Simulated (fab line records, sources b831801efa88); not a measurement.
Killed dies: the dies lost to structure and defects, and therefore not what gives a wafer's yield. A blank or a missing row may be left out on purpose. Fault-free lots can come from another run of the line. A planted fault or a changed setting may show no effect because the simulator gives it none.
Chamber matching | flow sky130 | 4 sister chambers for SKY_LI_CONTACT_ETCH_15 on rie-diel-03
The step etches PSG in C4F8/O2/Ar, stops on Si, target depth 600 nm. 22 wafers are shown with their chamber, then 11 later ones without.

## WAFERS PAIRED WITH THEIR CHAMBERS
wafer  | chamber | oes-product-au (a.u.)
L075.3 | 1       | 0.832
L075.5 | 0       | 0.836
L075.6 | 1       | 0.836
L076.1 | 2       | 0.844
L076.2 | 3       | 0.840
L076.6 | 1       | 0.843
L080.1 | 1       | 0.834
L080.3 | 2       | 0.835
L080.6 | 2       | 0.841
L081.1 | 1       | 0.842
L081.4 | 2       | 0.833
L081.5 | 1       | 0.839
L085.3 | 1       | 0.845
L085.4 | 0       | 0.845
L085.6 | 3       | 0.838
L084.1 | 3       | 0.843
L084.2 | 2       | 0.839
L084.5 | 0       | 0.840
L090.1 | 0       | 0.833
L090.5 | 2       | 0.846
L090.6 | 3       | 0.837
L093.3 | 3       | 0.840

SIGNATURES (means of the wafers above)
reading        | chamber 0 | chamber 1 | chamber 2 | chamber 3 | scatter within a chamber
oes-product-au | 0.83850   | 0.83871   | 0.83967   | 0.83960   | 0.00455
Rule: distance of a wafer from a chamber = root of the sum over the readings of ((wafer's reading minus chamber's mean) / reading's scatter) squared. If the next closest chamber is less than 2 further off than the closest, the wafer can't be placed; otherwise it belongs to the closest. The scatter: take each reading less its chamber's mean, square it, sum over the shown wafers, divide by the number of wafers less the number of chambers, and take the root.

## WAFERS WITH NO CHAMBER GIVEN
wafer  | oes-product-au (a.u.)
L093.4 | 0.835
L093.6 | 0.835
L094.3 | 0.843
L094.4 | 0.836
L094.6 | 0.832
L096.1 | 0.835
L096.2 | 0.838
L096.5 | 0.841
L097.1 | 0.835
L097.4 | 0.838
L097.5 | 0.840

## WHICH CHAMBER EACH WENT THROUGH
wafer  | from the rows above               | in truth
L093.4 | can't be placed: 0 or 1 or 3 or 2 | 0
L093.6 | can't be placed: 0 or 1 or 3 or 2 | 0
L094.3 | can't be placed: 2 or 3 or 1 or 0 | 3
L094.4 | can't be placed: 0 or 1 or 3 or 2 | 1
L094.6 | can't be placed: 0 or 1 or 3 or 2 | 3
L096.1 | can't be placed: 0 or 1 or 3 or 2 | 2
L096.2 | can't be placed: 0 or 1 or 3 or 2 | 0
L096.5 | can't be placed: 2 or 3 or 1 or 0 | 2
L097.1 | can't be placed: 0 or 1 or 3 or 2 | 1
L097.4 | can't be placed: 0 or 1 or 3 or 2 | 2
L097.5 | can't be placed: 2 or 3 or 1 or 0 | 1
0 of 11 placed correctly. These rows do not allow placing 11 (true chamber among the candidates in 11). 0 placed wrongly.
